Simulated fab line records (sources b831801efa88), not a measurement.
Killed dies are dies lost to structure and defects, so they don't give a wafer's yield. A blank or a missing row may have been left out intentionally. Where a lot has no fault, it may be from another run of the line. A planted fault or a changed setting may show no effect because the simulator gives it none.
A struck lot beside a sound one / flow gf180mcu / 14 out of 602 route steps
Sound: the wafers L904.1, L904.2, L904.6. Wafers struck: L917.1, L917.2, L917.5. The cause comes at the end.
For every step that has rows: the tool of each side, followed by ch and its chambers, followed by its first start. Under that, the readings that differ: sound wafers / struck wafers / difference of the means / sigmas: that difference in standard deviations of wafers without a fault.
alike: readings whose means differ by less than 2 such deviations, and words and numbers that are the same on both sides. not compared: withheld readings, readings that some wafer has no value for, bounds like >300 that may hide the same value, and numbers for which the record gives no deviation and whose values overlap.
Wherever a step has rows on one side only, a row that says differs or no value, or a row with sigmas, the two part there. Numbers that have no deviation but don't overlap get no sigmas and don't part them. A reading missing from all wafers of one side parts the sides only when that side holds two or more wafers.

first, 2 steps without rows for these wafers: GF_VT_IMPLANT_PEB_38; GF_VT_IMPLANT_DEVELOP_39 (develop time 60 s).
GF_VT_IMPLANT_OVL_MEAS_40:
  struck on overlay-02, day 10 22:46; sound on overlay-01, day 7 07:45
  alike: VT_IMPLANT_03_OVL
after that, 1 step had no rows for these wafers: GF_VT_IMPLANT_IMPLANT_41.
GF_VT_IMPLANT_STRIP_42: strips in O2/N2.
  sound on plasma asher-03 ch 0,1, day 7 07:56; struck on plasma asher-02 ch 0,1, day 10 22:57
  alike: drypump motor current A, heater power w, n2 flow sccm, oes product au, strip time to endpoint s
  not compared: rf hours counter h
GF_VT_IMPLANT_TW_MEAS_43:
  struck on film metro-03, day 10 23:03; sound on film metro-03, day 7 08:02
  alike: VT_IMPLANT_4_TW
then, 1 step without rows for these wafers: GF_VT_IMPLANT_CLEAN_44 (cleans in SC1/SC2, time 150 s).
GF_VT_IMPLANT_RTA_45: time 30 s.
  sound on rtp anneal-01 ch 0, day 7 08:09; struck on rtp anneal-02 ch 0, day 10 23:10
reading=wafer_temp_C_max; sound=1055.0 1056.9 1055.6; struck=1053.2 1052.6 1053.6; difference=-2.7; sigmas=-3
  alike: lamp power pct
GF_VT_IMPLANT_RS_MEAS_46: the measuring method here is four-point-probe.
  struck on film metro-02, day 10 23:16; sound on film metro-02, day 7 08:15
  alike: MVSD_RS
GF_VT_IMPLANT_RS_MEAS_47: the measuring method here is four-point-probe.
  struck on film metro-02, day 10 23:23; sound on film metro-02, day 7 08:22
  alike: NWELL_RS
GF_VT_IMPLANT_RS_MEAS_48: the measuring method here is four-point-probe.
  struck on film metro-02, day 10 23:30; sound on film metro-02, day 7 08:29
  alike: LVPWELL_RS
GF_VT_IMPLANT_RS_MEAS_49: the measuring method here is four-point-probe.
  struck on film metro-02, day 10 23:37; sound on film metro-02, day 7 08:37
  alike: MVPSD_RS
GF_VT_IMPLANT_WET_ETCH_50: etches SiO2 in dHF, target depth 20 nm, time 400 s.
  sound on wet bench-04 ch 3, day 7 08:44; struck on wet bench-04 ch 2, day 10 23:44
  no value came back on the struck wafers for bath heat duty pct (%), run length s (s); on the sound wafers bath heat duty pct (%) reads 7.1 7.6 7.3
reading=model.SiO2_of_STI_CVD_23.thk nm (nm); sound=382 383.3 381.9; struck=402.9 403.9 402.7; difference=+20.8; sigmas=
reading=model.SiO2_of_STI_OXIDATION_29.thk nm (nm); sound=0 0 0; struck=9.455 9.523 9.667; difference=+9.548; sigmas=
-- record jumps: 22 days separate the struck wafers' starts on either side; left off in module VT_IMPLANT, taken up again in module PASSIVATION, whose first shown step is the route's number 602 --
GF_PASSIVATION_PROBE_99:
  only the struck wafers here have rows in the record (prober-02, day 32 18:11); the sound ones have none

== WHERE THEY PART ==
First at GF_VT_IMPLANT_RTA_45; last, within this record, at GF_PASSIVATION_PROBE_99.

WHY: whatever the simulator had introduced
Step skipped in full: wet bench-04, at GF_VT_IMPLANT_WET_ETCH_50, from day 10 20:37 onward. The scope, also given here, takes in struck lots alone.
